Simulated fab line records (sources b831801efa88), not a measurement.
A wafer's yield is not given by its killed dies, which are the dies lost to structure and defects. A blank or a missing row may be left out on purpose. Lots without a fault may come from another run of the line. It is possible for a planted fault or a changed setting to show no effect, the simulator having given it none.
What tool caused it? || flow sfq line || 44 wafers from 15 lots sampled at 2 of the route's 325 steps

## WHAT THE GAUGES READ, wafer by wafer
SFQ_M4_RS_MEAS_924: a four-point-probe measurement. Usual: for M4_NB_RS the level is 0.886 ohm/sq and the standard deviation is 0.0098.
{"lot": "L247", "measured": "day 32 10:45", "on": "film metro-04", "M4_NB_RS (ohm/sq)": "0.894 0.883 0.880", "flag": ""}
{"lot": "L248", "measured": "day 32 16:10", "on": "film metro-02", "M4_NB_RS (ohm/sq)": "0.886 0.894 0.890", "flag": ""}
{"lot": "L251", "measured": "day 34 07:54", "on": "film metro-04", "M4_NB_RS (ohm/sq)": "0.892 0.892 0.887", "flag": ""}
{"lot": "L252", "measured": "day 34 16:59", "on": "film metro-02", "M4_NB_RS (ohm/sq)": "0.905 0.907 0.904", "flag": ""}
{"lot": "L253", "measured": "day 36 04:58", "on": "film metro-03", "M4_NB_RS (ohm/sq)": "0.896 0.896 0.899", "flag": ""}
{"lot": "L254", "measured": "day 36 13:23", "on": "film metro-04", "M4_NB_RS (ohm/sq)": "0.886 0.880 0.897", "flag": ""}
{"lot": "L256", "measured": "day 39 04:15", "on": "film metro-03", "M4_NB_RS (ohm/sq)": "0.883 0.887 0.896", "flag": ""}
{"lot": "L258", "measured": "day 39 23:31", "on": "film metro-04", "M4_NB_RS (ohm/sq)": "0.874 0.872 0.871", "flag": ""}
{"lot": "L261", "measured": "day 41 05:44", "on": "film metro-02", "M4_NB_RS (ohm/sq)": "0.878 0.884 0.889", "flag": ""}
{"lot": "L263", "measured": "day 41 15:25", "on": "film metro-03", "M4_NB_RS (ohm/sq)": "0.908 0.906 0.901", "flag": ""}
{"lot": "L264", "measured": "day 41 20:14", "on": "film metro-04", "M4_NB_RS (ohm/sq)": "1.240 1.260", "flag": "OFF"}
{"lot": "L267", "measured": "day 42 15:35", "on": "film metro-04", "M4_NB_RS (ohm/sq)": "1.237 1.249 1.231", "flag": "OFF"}
{"lot": "L268", "measured": "day 43 00:29", "on": "film metro-03", "M4_NB_RS (ohm/sq)": "0.879 0.888 0.892", "flag": ""}
{"lot": "L269", "measured": "day 43 05:29", "on": "film metro-02", "M4_NB_RS (ohm/sq)": "0.894 0.906 0.896", "flag": ""}
{"lot": "L270", "measured": "day 43 22:05", "on": "film metro-04", "M4_NB_RS (ohm/sq)": "1.239 1.254 1.257", "flag": "OFF"}

## WHAT TOOL EACH LOT RAN ON (gives the tool, then ch and the chambers of the sampled wafers, and finally the start)
{"lot": "L247", "SFQ_TRILAYER_M4_DEP_SPUTTER_091": "pvd sputter-06, day 32 10:38"}
{"lot": "L248", "SFQ_TRILAYER_M4_DEP_SPUTTER_091": "pvd sputter-04, day 32 16:02"}
{"lot": "L251", "SFQ_TRILAYER_M4_DEP_SPUTTER_091": "pvd sputter-04, day 34 07:46"}
{"lot": "L252", "SFQ_TRILAYER_M4_DEP_SPUTTER_091": "pvd sputter-04, day 34 16:53"}
{"lot": "L253", "SFQ_TRILAYER_M4_DEP_SPUTTER_091": "pvd sputter-04, day 36 04:53"}
{"lot": "L254", "SFQ_TRILAYER_M4_DEP_SPUTTER_091": "pvd sputter-03, day 36 13:17"}
{"lot": "L256", "SFQ_TRILAYER_M4_DEP_SPUTTER_091": "pvd sputter-04, day 39 04:10"}
{"lot": "L258", "SFQ_TRILAYER_M4_DEP_SPUTTER_091": "pvd sputter-04, day 39 23:22"}
{"lot": "L261", "SFQ_TRILAYER_M4_DEP_SPUTTER_091": "pvd sputter-04, day 41 05:37"}
{"lot": "L263", "SFQ_TRILAYER_M4_DEP_SPUTTER_091": "pvd sputter-03, day 41 15:20"}
{"lot": "L264", "SFQ_TRILAYER_M4_DEP_SPUTTER_091": "pvd sputter-04, day 41 20:08"}
{"lot": "L267", "SFQ_TRILAYER_M4_DEP_SPUTTER_091": "pvd sputter-04, day 42 15:29"}
{"lot": "L268", "SFQ_TRILAYER_M4_DEP_SPUTTER_091": "pvd sputter-06, day 43 00:24"}
{"lot": "L269", "SFQ_TRILAYER_M4_DEP_SPUTTER_091": "pvd sputter-03, day 43 05:24"}
{"lot": "L270", "SFQ_TRILAYER_M4_DEP_SPUTTER_091": "pvd sputter-04, day 43 22:00"}
- SFQ_TRILAYER_M4_DEP_SPUTTER_091: material Nb, target thk 200 nm, time 133.3 s.

## AS READ BY THE TOOLS THEMSELVES (means over the sampled wafers that have a number; for cases with no such wafer, the mark the record gives instead)
SFQ_TRILAYER_M4_DEP_SPUTTER_091. Usual: throttle valve pct 29.6 %, standard deviation 0.87.
{"lot": "L247", "tool": "pvd sputter-06", "throttle valve pct (%)": 28.9, "flag": ""}
{"lot": "L248", "tool": "pvd sputter-04", "throttle valve pct (%)": 29.4, "flag": ""}
{"lot": "L251", "tool": "pvd sputter-04", "throttle valve pct (%)": 30.0, "flag": ""}
{"lot": "L252", "tool": "pvd sputter-04", "throttle valve pct (%)": 29.2, "flag": ""}
{"lot": "L253", "tool": "pvd sputter-04", "throttle valve pct (%)": 30.0, "flag": ""}
{"lot": "L254", "tool": "pvd sputter-03", "throttle valve pct (%)": 29.5, "flag": ""}
{"lot": "L256", "tool": "pvd sputter-04", "throttle valve pct (%)": 29.1, "flag": ""}
{"lot": "L258", "tool": "pvd sputter-04", "throttle valve pct (%)": 29.2, "flag": ""}
{"lot": "L261", "tool": "pvd sputter-04", "throttle valve pct (%)": 29.1, "flag": ""}
{"lot": "L263", "tool": "pvd sputter-03", "throttle valve pct (%)": 29.9, "flag": ""}
{"lot": "L264", "tool": "pvd sputter-04", "throttle valve pct (%)": 30.4, "flag": ""}
{"lot": "L267", "tool": "pvd sputter-04", "throttle valve pct (%)": 29.7, "flag": ""}
{"lot": "L268", "tool": "pvd sputter-06", "throttle valve pct (%)": 29.2, "flag": ""}
{"lot": "L269", "tool": "pvd sputter-03", "throttle valve pct (%)": 29.8, "flag": ""}
{"lot": "L270", "tool": "pvd sputter-04", "throttle valve pct (%)": 29.6, "flag": ""}

## THE ANSWER, worked out from the rows above alone
Rule: take the mean of a lot's wafers that have a number; if it is more than 3 standard deviations from the usual mean, the lot is off. A lot without any number at a reading at which 4 lots or more have one is off too. All remaining lots with rows at the step are treated as sound. First the gauges in route order, then the tools' own readings, where a lot's mean is used as printed above. The first step at which some lot is off is used, and at that step the reading that is off furthest; a lot without a number counts as furthest.
Off: at SFQ_M4_RS_MEAS_924 (M4_NB_RS), L264, L267, L270.
A tool fits if, at a process step before that reading, it ran every lot that is off, and no sound lot after the first of them. The gauges at SFQ_M4_RS_MEAS_924 are tried like those tools. This does not decide it: 2 tools fit, namely pvd sputter-04 at SFQ_TRILAYER_M4_DEP_SPUTTER_091 and film metro-04 at SFQ_M4_RS_MEAS_924.

## WHAT THE SIMULATOR HAD INSERTED
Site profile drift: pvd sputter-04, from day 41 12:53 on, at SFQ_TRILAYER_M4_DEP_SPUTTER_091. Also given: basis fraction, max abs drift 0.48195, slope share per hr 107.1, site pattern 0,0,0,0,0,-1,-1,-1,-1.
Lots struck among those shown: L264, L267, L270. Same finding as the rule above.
